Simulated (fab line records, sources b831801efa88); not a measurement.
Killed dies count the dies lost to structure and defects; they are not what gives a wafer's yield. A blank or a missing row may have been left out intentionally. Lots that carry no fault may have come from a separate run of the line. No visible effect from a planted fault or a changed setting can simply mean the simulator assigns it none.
Struck lot and sound lot, side by side :: flow sky130 :: 14 out of 708 route steps
Sound: these wafers, L274.2, L274.4, L274.5. Wafers struck: L276.1, L276.5, L276.6. Last of all comes the cause.
Per side, at each step with rows, come the tool, then ch with its chambers, and then its first start. Under that, the readings that differ: sound wafers :: struck wafers :: difference of the means :: sigmas: that difference in standard deviations of wafers without a fault.
alike: words and numbers the same on both sides, and readings whose means are apart by under 2 such deviations; not compared: readings that were withheld, readings missing a value for some wafer, numbers with overlapping values and no deviation given by the record, and bounds like >300 which may hide the same value.
Wherever a step has rows on one side only, a row that says differs or no value, or a row with sigmas, the two part there. Non-overlapping numbers with no deviation appear without sigmas and do not part them. Lack of a reading on every wafer of one side parts them only where that side has two or more wafers.

first, 5 steps without rows for these wafers: SKY_RES_XHIGH_SOFTBAKE_03 (time 60 s); SKY_RES_XHIGH_EXPOSE_04 (exposes mask URPM, target cd 1270 nm); SKY_RES_XHIGH_PEB_05; SKY_RES_XHIGH_DEVELOP_06 (develop time 60 s); SKY_RES_XHIGH_IMPLANT_07.
SKY_RES_XHIGH_STRIP_08: strips in O2/N2.
  sound on plasma asher-03 ch 0,1, day 32 07:34; struck on plasma asher-02 ch 0,1, day 32 23:16
  alike: drypump motor current A, n2 flow sccm, oes product au, strip time to endpoint s
  not compared: rf hours counter h
SKY_RES_XHIGH_TW_MEAS_09:
  sound: film metro-01 at day 32 07:41; struck: film metro-02 at day 32 23:22
  alike: RES_XHIGH_TW
then, 5 steps without rows for these wafers: SKY_SD_N_DEHYDRATE_00 (time 60 s); SKY_SD_N_HMDS_01 (prime time 60 s); SKY_SD_N_COAT_02 (resist thk 1140 nm); SKY_SD_N_SOFTBAKE_03 (time 60 s); SKY_SD_N_EXPOSE_04 (exposes mask NSDM, target cd 380 nm).
SKY_SD_N_PEB_05:
  sound on litho track-02 ch 0, day 33 09:37; struck on litho track-04, day 34 03:00
reading: exhaust pa (Pa)
sound: 44.5 45.2 44.4
struck: - - -
difference: no value on the struck wafers
sigmas: 
  not compared: chill plate temp C, resist line temp C
then, 1 step without rows for these wafers: SKY_SD_N_DEVELOP_06 (develop time 60 s).

## WHERE THEY PART
Only at SKY_SD_N_PEB_05, as far as this record shows.

WHY: whatever the simulator had introduced
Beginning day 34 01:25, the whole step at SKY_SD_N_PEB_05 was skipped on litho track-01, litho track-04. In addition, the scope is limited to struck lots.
